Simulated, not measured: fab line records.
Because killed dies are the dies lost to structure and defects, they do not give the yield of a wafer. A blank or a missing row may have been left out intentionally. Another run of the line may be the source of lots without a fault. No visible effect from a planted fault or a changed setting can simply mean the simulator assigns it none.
Code-filled problem report in 8D (eight disciplines) form	flow sky130	the parts of the form that need people (team, actions taken, sign-off) are left out

== 1. WHAT IS WRONG ==
Mean of tempC at SKY_FIELD_ISO_WET_ETCH_30: 39.91 C across 6 wafers in 2 lots; on wafers with no fault it is 25.00 C (standard deviation 0.11). That is +99 or more standard deviations from the usual mean.
The step: etches SiO2 in dHF, target depth 25 nm, time 50 s.
The first sign was on wafer L128.3 at day 6 11:03, on wetBench-02. At this step, 39 wafers from 13 lots have a number in the record. The rule behind "out" and "out of limits": a value lying over 4 standard deviations away from the usual mean. Any other wafer with a number is counted as sound.

== 2. WHAT IT IS AND WHAT IT IS NOT ==
question	is	is not
which readings at this step	tempC, bathHeatDutyPct	-
which lots	L128, L131	L110, L112, L114, L115, L116, L117, L119, L120, L121, L126, L133
which wafers of those lots	all that have a number	-
read on which tools	wetBench-02	wetBench-01, wetBench-04
when	from day 6 11:03	up to then (30 sound wafers); but 3 sound wafers of L133 came after

== 3. THE SUSPECTS, EACH WITH WHAT RULES IT OUT ==
Counting: a tool at a process step up to the reading stays a suspect if it ran every lot that is out and no sound lot after the first of them.
- wetBench-02 at SKY_FIELD_ISO_WET_ETCH_30 (etches SiO2 in dHF, target depth 25 nm, time 50 s): kept. It ran every lot that is out, first L128 (day 6 11:03), and no sound lot after that; its last sound lot up to then is L126 (day 6 08:02). Out on those wafers are its own readings of bathHeatDutyPct, tempC.
The count leaves wetBench-02 at SKY_FIELD_ISO_WET_ETCH_30.

== 4. THE CAUSE (what the simulator had put in) ==
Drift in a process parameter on wetBench-02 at SKY_FIELD_ISO_WET_ETCH_30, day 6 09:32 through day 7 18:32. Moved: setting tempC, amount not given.
Only this tool survived the counting.

== 5. THE CHAIN OF EFFECTS, in route order ==
Rows list readings where the struck wafers' mean (over those with a number) sits beyond 3 standard deviations from the usual. Readings are gone through only where the record gives a usual standard deviation; hours: the median, over the lots, of the time from a lot's start at the first step in this table giving one to that lot's start at this step; sigmas: the change measured in usual standard deviations.
hours	step	reading	usual	on struck wafers	change	sigmas
0	SKY_FIELD_ISO_WET_ETCH_30	bathHeatDutyPct	6.8 %	27.1	+20.3	+23
0	SKY_FIELD_ISO_WET_ETCH_30	tempC	25.00 C	39.91	+14.91	+99 or more
Process steps it contains:
- SKY_FIELD_ISO_WET_ETCH_30: etches SiO2 in dHF, target depth 25 nm, time 50 s.
Later measuring or inspecting steps at which every struck wafer that the step has a row for has a number for every such reading, and none has moved that far: SKY_VT_ADJUST_LVTN_OVL_MEAS_07.

== 6. WHAT WOULD HAVE CAUGHT IT SOONER ==
2 hours passed between the start of the fault at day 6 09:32 and the first reading out of limits in this record, taken at day 6 11:03.
